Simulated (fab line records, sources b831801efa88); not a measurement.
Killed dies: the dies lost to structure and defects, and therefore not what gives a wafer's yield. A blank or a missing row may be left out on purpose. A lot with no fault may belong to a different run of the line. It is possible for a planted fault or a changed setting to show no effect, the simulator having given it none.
fab line records	flow gf180mcu	part 1 of 2: steps 1 to 43 of 44
record lots=6	wafers=18	last_day=34
route steps=602 shown DUAL_GATE@145 POLY_GATE@157 HV_LDD@176 SALICIDE@278 PASSIVATION@602
lots that met no fault: from a run of the same line without faults
start_h: hours from the record's first day to the start of the lot's first wafer shown	wait_h: hours from the lot's prior step to this one	" same as the row above	L1.1+2: several wafers, shown together as one row	- value missing, or start not given	* or withheld: withheld	< > ~ a bound
route shown NAME@n: a module of which the file shows steps, and the number in the route of the first	usual: mean/standard deviation taken from wafers without a fault	same: alike in all rows	chamber/n: place in a boat	sites: the reading at each site	_std_site: how widely they spread, as a standard deviation	_edge_site: outer sites' mean less inner sites'	radius_mm: for every site, how far away it sits from the centre of the wafer	mask NAME#n: copy n	behind: the most recent tool/chamber to have shaped the wafer	hold: what put the lot on hold/how long, in hours/how the hold closed	device: transistor that didn't switch, given as n, p or np	end of line: tests of these same wafers at the route's end	a step with no rows: only its recipe	killed: dies lost to structure and defects at the first sort, not the wafer's yield	map: a wafer's dies, marking killed ones x, the rest . and places with no die _
set.NAME: the setting that was run; set.NAME@STEP: the one run at that earlier step	model.NAME: the simulator's own value behind a step, which no gauge read
lots at selected steps of the route; one table per step, one row per wafer
services: when a tool's chamber went out of use (start_h, in hours from the record's first day, below 0 if earlier), for how many hours, and the reason
## steps
# step GF_DUAL_GATE_DEHYDRATE_04
# recipe temp_c=200	time_s=60
# step GF_DUAL_GATE_HMDS_05
# recipe prime_time_s=60	prime_temp_c=120
# step GF_DUAL_GATE_COAT_06
# recipe resist=NOVOLAK	spin_rpm=3000	resist_thk_nm=1000
# step GF_DUAL_GATE_SOFTBAKE_07
# recipe temp_c=90	time_s=60	resist=NOVOLAK
# step GF_DUAL_GATE_EXPOSE_08
# recipe mask_id=Dualgate	target_cd_nm=700	na=0.6	source_shape=conventional	sigma_outer=0.6	dose_mj=140
# step GF_DUAL_GATE_PEB_09
# recipe temp_c=withheld	time_s=*	resist=NOVOLAK
# step GF_DUAL_GATE_DEVELOP_10
# recipe develop_time_s=60	dev_temp_c=23
# step GF_DUAL_GATE_OVL_MEAS_11
# usual DUAL_GATE_OVL=-0.6/1.3
lot.wafer	tool	chamber	start_h	wait_h	DUAL_GATE_OVL[nm]
L210.4	overlay-01	-	183.62	0.1	0.8
L210.5	"	-	"	"	-0.1
L210.6	"	-	"	"	0.1
L211.2	overlay-02	-	196.90	0.1	0.1
L211.4	"	-	"	"	0.5
L211.6	"	-	"	"	1.2
L221.1	overlay-01	-	271.12	0.1	0.7
L221.4	"	-	"	"	0.7
L221.6	"	-	"	"	2.0
L223.2	overlay-02	-	290.90	0.1	0.1
L223.4	"	-	"	"	0.2
L223.5	"	-	"	"	-0.2
L227.1	overlay-01	-	314.54	0.1	-3.6
L227.5	"	-	"	"	-2.4
L227.6	"	-	"	"	-0.5
L228.1	overlay-01	-	314.84	0.1	-0.3
L228.2	"	-	"	"	1.1
L228.4	"	-	"	"	1.1
# step GF_DUAL_GATE_WET_ETCH_12
# recipe chemistry=dHF	target_depth_nm=13	dry=n2_spin	target=SiO2	temp_c=23.81	dilution=100:1	time_s=260
# step GF_DUAL_GATE_STRIP_13
# recipe chemistry=O2/N2	power_w=1400	pressure_mtorr=1500	platen_temp_c=250	o2_flow_sccm=3000	n2_flow_sccm=300	overash_fraction=0.5
# usual drypump_motor_current_A=5.5/0.36	heater_power_w=335/14	oes_product_au=0.716/0.0045	strip_time_to_endpoint_s=12.61/0.038
lot.wafer	tool	chamber	start_h	wait_h	drypump_motor_current_A	heater_power_w	oes_product_au	rf_hours_counter_h	strip_time_to_endpoint_s
L210.4	plasma_asher-04	0	183.75	0.0	5.4	310	0.706	-	12.60
L210.5	"	0	"	"	5.4	318	0.726	-	12.61
L210.6	"	1	"	"	5.4	328	0.715	-	12.60
L211.2	plasma_asher-02	0	197.01	0.0	5.9	354	0.713	54	12.62
L211.4	"	1	"	"	5.1	342	0.710	-	12.58
L211.6	"	0	"	"	6.0	350	0.714	-	12.57
L221.1	plasma_asher-02	0	271.23	0.0	5.9	341	0.714	62	12.61
L221.4	"	1	"	"	5.1	343	0.713	-	12.68
L221.6	"	0	"	"	5.9	360	0.722	-	12.64
L223.2	plasma_asher-01	0	291.02	0.0	5.2	313	0.710	64	12.59
L223.4	"	0	"	"	5.2	317	0.720	-	12.61
L223.5	"	0	"	"	5.2	308	0.715	-	12.60
L227.1	plasma_asher-02	1	314.67	0.0	5.1	342	0.710	66	12.67
L227.5	"	1	"	"	5.1	343	0.717	-	12.60
L227.6	"	0	"	"	6.0	348	0.711	-	12.65
L228.1	plasma_asher-04	0	314.96	0.0	5.4	312	0.727	52	12.62
L228.2	"	1	"	"	5.4	346	0.721	52	12.66
L228.4	"	1	"	"	5.4	336	0.716	-	12.63
# step GF_DUAL_GATE_CLEAN_14
# recipe chemistry=SC1/SC2	mix=1:4:20	temp_c=70	time_s=150	dry=n2_spin
# step GF_DUAL_GATE_OXIDATION_15
# recipe temp_c=852.1	ambient=O2	stabilise_s=600	purge_s=300	target_thk_a=70.98	ox_time_s=1995
# step GF_POLY_GATE_CVD_00
# recipe material=poly-Si	target_thk_nm=200	temp_c=620	time_s=1200	pressure_mtorr=200
# usual pressure_mtorr=199.9/0.4	spike_tc_bottom_C=639/3.2	spike_tc_centre_C=620.9/1.3	spike_tc_lower_C=620.0/1.3	spike_tc_upper_C=619.9/1.2	susceptor_temp_C=619.89/0.26	zone_power_lower_pct=8.6/0.6
# same time_s=1200
lot.wafer	tool	chamber	start_h	wait_h	pressure_mtorr	spike_tc_bottom_C	spike_tc_centre_C	spike_tc_lower_C	spike_tc_upper_C	susceptor_temp_C	zone_power_lower_pct	model.poly-Si_of_POLY_GATE_CVD_00.thk_nm
L210.4	lpcvd-01	1	185.42	0.0	199.6	642	622.6	619.8	620.4	619.70	8.6	199.9
L210.5	"	1	"	"	199.5	643	621.3	620.4	621.8	619.74	8.5	200.8
L210.6	"	1	"	"	199.2	642	622.6	619.5	621.3	619.84	8.6	201
L211.2	lpcvd-02	1	198.72	0.0	199.4	641	620.9	616.8	620.5	619.90	8.7	197.3
L211.4	"	1	"	"	200.1	643	621.7	620.7	619.4	619.90	8.4	197.6
L211.6	"	1	"	"	199.8	644	621.5	620.0	620.3	620.10	8.5	198
L221.1	lpcvd-01	0	273.35	0.0	200.2	629	615.9	661.9	620.5	619.85	14.6	209.2
L221.4	"	0	"	"	199.5	629	614.4	663.7	620.0	620.32	15.1	203.4
L221.6	"	0	"	"	199.7	629	613.9	661.5	620.0	620.13	15.1	204.1
L223.2	lpcvd-01	0	292.72	0.0	200.2	629	614.8	661.7	623.1	620.13	15.0	254
L223.4	"	0	"	"	199.6	630	614.7	663.0	622.2	619.67	14.8	228.8
L223.5	"	0	"	"	199.3	628	613.6	661.7	621.4	620.05	14.7	218.2
L227.1	lpcvd-02	0	317.41	0.0	200.6	637	620.6	621.8	619.6	620.10	9.4	201.7
L227.5	"	0	"	"	200.2	637	620.6	622.1	618.9	619.84	9.5	200.8
L227.6	"	0	"	"	200.3	636	621.0	620.0	621.0	619.91	9.6	201.6
L228.1	lpcvd-02	0	317.41	0.0	199.4	638	622.4	621.8	619.7	619.44	9.3	193.2
L228.2	"	0	"	"	199.7	636	620.6	619.5	618.1	619.83	9.5	193.4
L228.4	"	0	"	"	200.2	637	620.9	621.0	619.7	620.30	9.3	194.9
# step GF_POLY_GATE_THK_MEAS_01
# recipe reads=poly-Si_of_POLY_GATE_CVD_00
# usual POLY_GATE_CVD_00_THK=199.8/2.3
lot.wafer	tool	chamber	start_h	wait_h	POLY_GATE_CVD_00_THK[nm]
L210.4	film_metro-02	-	186.78	0.0	199.9
L210.5	"	-	"	"	200.7
L210.6	"	-	"	"	200.9
L211.2	film_metro-02	-	200.06	0.0	197.3
L211.4	"	-	"	"	197.6
L211.6	"	-	"	"	198.0
L221.1	film_metro-04	-	274.68	0.0	209.2
L221.4	"	-	"	"	203.4
L221.6	"	-	"	"	204.1
L223.2	film_metro-03	-	294.06	0.0	253.8
L223.4	"	-	"	"	228.7
L223.5	"	-	"	"	218.3
L227.1	film_metro-03	-	318.75	0.0	201.7
L227.5	"	-	"	"	200.8
L227.6	"	-	"	"	201.6
L228.1	film_metro-02	-	318.75	0.0	193.5
L228.2	"	-	"	"	193.4
L228.4	"	-	"	"	194.8
# step GF_POLY_GATE_DEHYDRATE_02
# recipe temp_c=200	time_s=60
# step GF_POLY_GATE_HMDS_03
# recipe prime_time_s=60	prime_temp_c=120
# step GF_POLY_GATE_COAT_04
# recipe resist=BARC	temp_c=withheld	time_s=withheld	spin_rpm=withheld	resist_thk_nm=withheld
# step GF_POLY_GATE_COAT_05
# recipe resist=KrF	spin_rpm=withheld	resist_thk_nm=700
# step GF_POLY_GATE_SOFTBAKE_06
# recipe temp_c=130	time_s=60	resist=KrF
# step GF_POLY_GATE_EXPOSE_07
# recipe mask_id=Poly2	target_cd_nm=280	na=0.68	source_shape=conventional	sigma_outer=0.6	dose_mj=28
# step GF_POLY_GATE_PEB_08
# recipe peb_temp_c=135	peb_time_s=90	resist=KrF
# step GF_POLY_GATE_DEVELOP_09
# recipe develop_time_s=60	resist=KrF	dev_temp_c=21
# step GF_POLY_GATE_CD_MEAS_10
# recipe target_cd_nm=280
# usual cd_nm=280.2/1.2
lot.wafer	tool	chamber	start_h	wait_h	cd_nm
L210.4	cd_sem-01	-	204.01	0.1	281.1
L210.5	"	-	"	"	279.7
L210.6	"	-	"	"	280.9
L211.2	cd_sem-01	-	217.65	0.1	279.2
L211.4	"	-	"	"	279.1
L211.6	"	-	"	"	278.6
L221.1	cd_sem-02	-	294.84	0.1	280.6
L221.4	"	-	"	"	280.0
L221.6	"	-	"	"	279.5
L223.2	cd_sem-02	-	314.59	0.1	279.9
L223.4	"	-	"	"	279.2
L223.5	"	-	"	"	279.2
L227.1	cd_sem-02	-	338.91	0.2	280.7
L227.5	"	-	"	"	281.0
L227.6	"	-	"	"	280.8
L228.1	cd_sem-02	-	339.44	0.1	279.6
L228.2	"	-	"	"	279.1
L228.4	"	-	"	"	280.5
# step GF_POLY_GATE_OVL_MEAS_11
# usual POLY_GATE_OVL=0/6.9
lot.wafer	tool	chamber	start_h	wait_h	POLY_GATE_OVL[nm]
L210.4	overlay-02	-	204.08	0.1	-1
L210.5	"	-	"	"	2
L210.6	"	-	"	"	1
L211.2	overlay-01	-	217.75	0.1	-2
L211.4	"	-	"	"	-4
L211.6	"	-	"	"	-2
L221.1	overlay-01	-	294.96	0.1	6
L221.4	"	-	"	"	1
L221.6	"	-	"	"	0
L223.2	overlay-02	-	314.70	0.1	3
L223.4	"	-	"	"	1
L223.5	"	-	"	"	4
L227.1	overlay-02	-	339.03	0.1	-11
L227.5	"	-	"	"	-5
L227.6	"	-	"	"	-5
L228.1	overlay-02	-	339.56	0.1	5
L228.2	"	-	"	"	11
L228.4	"	-	"	"	9
# step GF_POLY_GATE_ETCH_12
# recipe chemistry=N2/H2	target_depth_a=withheld	overetch_a=withheld	time_s=withheld	target=BARC	ion_energy_ev=200	source_w=500	bias_w=100	pressure_mtorr=30	n2_flow_sccm=100	h2_flow_sccm=200
# usual drypump_motor_current_A=5.7/0.44	h2_flow_sccm=200.1/0.59	oes_product_au=0.735/0.0046	throttle_valve_pct=13.214/0.0099
lot.wafer	tool	chamber	start_h	wait_h	drypump_motor_current_A	h2_flow_sccm	oes_product_au	throttle_valve_pct
L210.4	rie_diel-02	0	204.10	0.0	5.0	199.3	0.733	13.208
L210.5	"	0	"	"	5.0	199.7	0.742	13.224
L210.6	"	1	"	"	5.9	200.5	0.728	13.225
L211.2	rie_diel-02	2	217.78	0.0	4.8	200.4	0.733	13.209
L211.4	"	2	"	"	4.8	201.1	0.749	13.224
L211.6	"	1	"	"	5.9	199.9	0.735	13.219
L221.1	rie_diel-02	1	295.00	0.0	5.9	200.3	0.737	13.209
L221.4	"	0	"	"	5.1	199.9	0.732	13.220
L221.6	"	2	"	"	4.8	199.9	0.736	13.209
L223.2	rie_diel-04	1	314.73	0.0	5.9	199.1	0.732	13.202
L223.4	"	0	"	"	5.6	200.3	0.736	13.221
L223.5	"	0	"	"	5.6	199.5	0.732	13.203
L227.1	rie_diel-03	0	339.07	0.0	6.4	200.6	0.733	13.218
L227.5	"	1	"	"	6.0	200.2	0.732	13.234
L227.6	"	0	"	"	6.4	200.9	0.728	13.219
L228.1	rie_diel-04	2	339.60	0.0	6.1	199.3	0.727	13.210
L228.2	"	3	"	"	5.1	200.5	0.736	13.215
L228.4	"	0	"	"	5.6	199.3	0.741	13.213
# step GF_POLY_GATE_ETCH_13
# recipe target=poly-Si	target_depth_nm=198.5	stop_on=SiO2	over_etch_frac=0.403	chemistry=HBr/Cl2	icp_w=400	bias_w=100	pressure_mtorr=10	HBr_flow_sccm=150	Cl2_flow_sccm=50	time_s=69.6
# usual drypump_motor_current_A=5.7/0.52	oes_product_au=0.992/0.0092	throttle_valve_pct=33.683/0.009
# same time_s=69.6
lot.wafer	tool	chamber	start_h	wait_h	drypump_motor_current_A	oes_product_au	rf_hours_counter_h	throttle_valve_pct
L210.4	rie_si-01	1	204.15	-	5.3	0.995	2	33.699
L210.5	"	3	"	"	5.6	0.973	-	33.677
L210.6	"	2	"	"	6.5	0.988	-	33.698
L211.2	rie_si-01	2	217.83	-	6.5	0.988	5	33.683
L211.4	"	0	"	"	5.2	0.990	20	33.685
L211.6	"	3	"	"	5.6	0.983	-	33.689
L221.1	rie_si-02	3	295.05	-	6.2	0.997	1	33.686
L221.4	"	1	"	"	4.9	1.008	54	33.685
L221.6	"	0	"	"	5.9	1.008	-	33.672
L223.2	rie_si-02	2	314.78	-	5.8	1.006	5	33.680
L223.4	"	1	"	"	4.9	0.998	54	33.676
L223.5	"	1	"	"	4.9	1.001	-	33.697
L227.1	rie_si-02	1	339.12	-	4.9	1.005	54	33.682
L227.5	"	0	"	"	5.9	1.008	-	33.692
L227.6	"	3	"	"	6.2	0.992	-	33.663
L228.1	rie_si-01	0	339.65	-	5.1	0.978	21	33.687
L228.2	"	3	"	"	5.6	0.965	20	33.685
L228.4	"	1	"	"	5.3	0.979	3	33.686
# step GF_POLY_GATE_STRIP_14
# recipe chemistry=O2/N2	power_w=1400	pressure_mtorr=1500	platen_temp_c=250	o2_flow_sccm=3000	n2_flow_sccm=300	overash_fraction=0.5
# usual drypump_motor_current_A=5.6/0.31	heater_power_w=342/19	oes_product_au=0.504/0.0053
lot.wafer	tool	chamber	start_h	wait_h	drypump_motor_current_A	heater_power_w	oes_product_au	rf_hours_counter_h
L210.4	plasma_asher-02	0	204.24	0.1	5.9	350	0.509	-
L210.5	"	1	"	"	5.1	339	0.505	-
L210.6	"	0	"	"	6.0	355	0.511	-
L211.2	plasma_asher-02	1	217.89	0.0	5.1	340	0.499	57
L211.4	"	0	"	"	5.9	355	0.502	-
L211.6	"	1	"	"	5.1	336	0.505	-
L221.1	plasma_asher-02	1	295.11	0.0	5.1	335	0.507	64
L221.4	"	1	"	"	5.1	328	0.500	-
L221.6	"	0	"	"	5.9	359	0.509	-
L223.2	plasma_asher-03	1	314.84	0.0	5.9	369	0.507	21
L223.4	"	1	"	"	5.9	372	0.514	-
L223.5	"	1	"	"	5.9	373	0.508	-
L227.1	plasma_asher-04	0	339.18	0.0	5.4	323	0.504	55
L227.5	"	0	"	"	5.4	317	0.499	-
L227.6	"	1	"	"	5.4	333	0.501	-
L228.1	plasma_asher-03	1	339.71	0.0	5.9	377	0.499	24
L228.2	"	0	"	"	5.5	321	0.502	24
L228.4	"	0	"	"	5.5	320	0.503	-
# step GF_POLY_GATE_CLEAN_15
# recipe chemistry=SC1/SC2	mix=1:4:20	temp_c=70	time_s=150	dry=n2_spin
# step GF_POLY_GATE_OXIDATION_16
# recipe temp_c=850	ambient=O2	stabilise_s=600	purge_s=300	target_thk_a=40	ox_time_s=899
# step GF_POLY_GATE_THK_MEAS_17
# recipe reads=SiO2_of_POLY_GATE_OXIDATION_16
# usual POLY_GATE_OXIDATION_THK=3.98/0.081
lot.wafer	tool	chamber	start_h	wait_h	POLY_GATE_OXIDATION_THK[nm]
L210.4	film_metro-04	-	206.05	0.0	3.92
L210.5	"	-	"	"	4.02
L210.6	"	-	"	"	3.97
L211.2	film_metro-04	-	219.67	0.0	4.07
L211.4	"	-	"	"	3.98
L211.6	"	-	"	"	4.01
L221.1	film_metro-02	-	297.57	0.0	4.04
L221.4	"	-	"	"	3.97
L221.6	"	-	"	"	3.91
L223.2	film_metro-04	-	318.19	0.0	3.78
L223.4	"	-	"	"	3.90
L223.5	"	-	"	"	3.83
L227.1	film_metro-02	-	340.66	0.0	3.99
L227.5	"	-	"	"	3.97
L227.6	"	-	"	"	3.98
L228.1	film_metro-02	-	341.83	0.0	3.89
L228.2	"	-	"	"	3.86
L228.4	"	-	"	"	3.96
# step GF_POLY_GATE_CD_MEAS_18
# usual cd_nm=279.9/1.7
lot.wafer	tool	chamber	start_h	wait_h	cd_nm
L210.4	cd_sem-02	-	206.17	0.1	281.9
L210.5	"	-	"	"	278.9
L210.6	"	-	"	"	280.5
L211.2	cd_sem-02	-	219.75	0.1	281.8
L211.4	"	-	"	"	279.8
L211.6	"	-	"	"	278.1
L221.1	cd_sem-01	-	297.63	0.1	279.0
L221.4	"	-	"	"	280.9
L221.6	"	-	"	"	277.5
L223.2	cd_sem-02	-	318.26	0.1	279.2
L223.4	"	-	"	"	279.6
L223.5	"	-	"	"	278.5
L227.1	cd_sem-02	-	340.81	0.1	279.7
L227.5	"	-	"	"	278.1
L227.6	"	-	"	"	280.2
L228.1	cd_sem-02	-	341.89	0.1	279.8
L228.2	"	-	"	"	278.1
L228.4	"	-	"	"	279.4
# step GF_HV_LDD_DEHYDRATE_00
# recipe temp_c=200	time_s=60
# step GF_HV_LDD_HMDS_01
# recipe prime_time_s=60	prime_temp_c=120
# step GF_HV_LDD_COAT_02
# recipe resist=NOVOLAK	spin_rpm=3000	resist_thk_nm=1000
# step GF_HV_LDD_SOFTBAKE_03
# recipe temp_c=90	time_s=60	resist=NOVOLAK
# step GF_HV_LDD_EXPOSE_04
# recipe mask_id=Nplus_LV_AREA	target_cd_nm=400	na=0.6	source_shape=conventional	sigma_outer=0.6	dose_mj=140
# step GF_HV_LDD_PEB_05
# recipe temp_c=withheld	time_s=*	resist=NOVOLAK
# step GF_HV_LDD_DEVELOP_06
# recipe develop_time_s=60	dev_temp_c=23
# step GF_HV_LDD_CD_MEAS_07
# recipe target_cd_nm=400
# usual cd_nm=400.1/2.8
lot.wafer	tool	chamber	start_h	wait_h	cd_nm
L210.4	cd_sem-01	-	224.14	0.1	403.7
L210.5	"	-	"	"	404.3
L210.6	"	-	"	"	402.5
L211.2	cd_sem-01	-	237.42	0.1	397.9
L211.4	"	-	"	"	398.2
L211.6	"	-	"	"	399.7
L221.1	cd_sem-02	-	318.02	0.1	396.2
L221.4	"	-	"	"	395.5
L221.6	"	-	"	"	398.5
L223.2	cd_sem-02	-	338.19	0.1	397.4
L223.4	"	-	"	"	394.7
L223.5	"	-	"	"	396.8
L227.1	cd_sem-02	-	362.50	0.1	402.5
L227.5	"	-	"	"	404.0
L227.6	"	-	"	"	400.7
L228.1	cd_sem-02	-	363.79	0.1	396.9
L228.2	"	-	"	"	401.2
L228.4	"	-	"	"	398.4
# step GF_HV_LDD_OVL_MEAS_08
# usual HV_LDD_OVL=-0.7/1.5
lot.wafer	tool	chamber	start_h	wait_h	HV_LDD_OVL[nm]
L210.4	overlay-01	-	224.21	0.1	-1.7
L210.5	"	-	"	"	0.5
L210.6	"	-	"	"	-0.5
L211.2	overlay-01	-	237.52	0.1	-0.1
L211.4	"	-	"	"	-0.3
L211.6	"	-	"	"	-0.6
L221.1	overlay-01	-	318.14	0.1	0.5
L221.4	"	-	"	"	0.3
L221.6	"	-	"	"	-0.9
L223.2	overlay-01	-	338.30	0.1	-2.0
L223.4	"	-	"	"	-1.9
L223.5	"	-	"	"	-1.6
L227.1	overlay-01	-	362.62	0.1	-1.1
L227.5	"	-	"	"	-0.9
L227.6	"	-	"	"	0.1
L228.1	overlay-02	-	363.91	0.1	-0.2
L228.2	"	-	"	"	-0.9
L228.4	"	-	"	"	-0.6
# step GF_HV_LDD_IMPLANT_09
# recipe species=As	energy_kev=40	dose_cm2=1e+14	tilt_deg=7
# step GF_HV_LDD_STRIP_10
# recipe chemistry=O2/N2	power_w=1400	pressure_mtorr=1500	platen_temp_c=250	o2_flow_sccm=3000	n2_flow_sccm=300	overash_fraction=0.5
# usual drypump_motor_current_A=5.6/0.35	heater_power_w=341/19	oes_product_au=0.716/0.0044	strip_time_to_endpoint_s=12.62/0.035
lot.wafer	tool	chamber	start_h	wait_h	drypump_motor_current_A	heater_power_w	oes_product_au	rf_hours_counter_h	strip_time_to_endpoint_s
L210.4	plasma_asher-03	0	224.41	0.1	5.5	326	0.722	-	12.62
L210.5	"	0	"	"	5.5	328	0.712	-	12.62
L210.6	"	1	"	"	5.9	370	0.719	-	12.60
L211.2	plasma_asher-03	1	237.70	0.1	5.9	382	0.719	13	12.59
L211.4	"	1	"	"	5.9	387	0.715	-	12.57
L211.6	"	1	"	"	5.9	373	0.712	-	12.56
L221.1	plasma_asher-02	1	318.33	0.1	5.1	346	0.722	67	12.63
L221.4	"	1	"	"	5.1	343	0.713	-	12.61
L221.6	"	0	"	"	5.9	350	0.724	-	12.56
L223.2	plasma_asher-01	0	338.48	0.1	5.3	315	0.713	69	12.58
L223.4	"	0	"	"	5.3	322	0.720	-	12.59
L223.5	"	1	"	"	5.9	336	0.704	-	12.61
L227.1	plasma_asher-03	1	362.80	0.1	5.9	384	0.720	27	12.56
L227.5	"	1	"	"	5.9	358	0.705	-	12.62
L227.6	"	0	"	"	5.5	325	0.715	-	12.63
L228.1	plasma_asher-03	1	364.10	0.1	5.9	369	0.717	27	12.61
L228.2	"	0	"	"	5.5	321	0.715	27	12.67
L228.4	"	1	"	"	5.9	367	0.715	-	12.64
# step GF_SALICIDE_CLEAN_00
# recipe chemistry=SC1/SC2	mix=1:4:20	temp_c=70	time_s=150
# same time_s=150
lot.wafer	tool	chamber	start_h	wait_h	model.poly-Si_of_POLY_GATE_CVD_00.thk_nm
L210.4	wet_bench-02	3	346.98	0.0	198.7
L210.5	"	3	"	"	199.5
L210.6	"	3	"	"	199.8
L211.2	wet_bench-01	0	363.18	0.1	196.1
L211.4	"	0	"	"	196.4
L211.6	"	0	"	"	196.7
L221.1	wet_bench-01	0	459.75	0.1	207.9
L221.4	"	0	"	"	202.2
L221.6	"	0	"	"	202.8
L223.2	wet_bench-01	2	482.80	0.1	252.8
L223.4	"	2	"	"	227.5
L223.5	"	2	"	"	216.9
L227.1	wet_bench-04	2	510.90	0.1	200.5
L227.5	"	2	"	"	199.6
L227.6	"	2	"	"	200.4
L228.1	wet_bench-02	3	512.03	0.1	191.9
L228.2	"	3	"	"	192.2
L228.4	"	3	"	"	193.7
## key
first_sign step=GF_POLY_GATE_CVD_00	reading=spike_tc_lower_C	direction=up	sigmas=32	usual=620.0	struck=662.2
effect step=GF_POLY_GATE_CVD_00	reading=zone_power_lower_pct	direction=up	sigmas=10	usual=8.6	struck=14.9
effect step=GF_POLY_GATE_THK_MEAS_01	reading=POLY_GATE_CVD_00_THK	direction=up	sigmas=8.6	usual=199.8	struck=219.6	wafers_moved=4
model_effect step=GF_POLY_GATE_CVD_00	value=poly-Si_of_POLY_GATE_CVD_00.thk_nm	without=202.2	struck=219.6
model_effect step=GF_SALICIDE_CLEAN_00	value=poly-Si_of_POLY_GATE_CVD_00.thk_nm	without=201	struck=218.4
model_effect step=GF_PASSIVATION_PROBE_99	value=etest.ppoly_u.line_ohm_um	without=416	struck=397.7
met_at GF_POLY_GATE_CVD_00
struck_wafers L221.1,L221.4,L221.6,L223.2,L223.4,L223.5
tester_left_out L221,L223
onset_between 185.42 273.35
fault kind=process_parameter_drift	tool=lpcvd-01	chamber=-	onset_h=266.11	steps=GF_POLY_GATE_CVD_00	channel=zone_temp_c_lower	offset=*	shape=step	end_h=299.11
# tester_left_out: of these lots the tester's yield and bins aren't shown, on N5 and GAA mostly nor the transistor test; their killed dies are dies lost to structure and defects alone, not to doping, threshold or leakage, so they don't give the yield
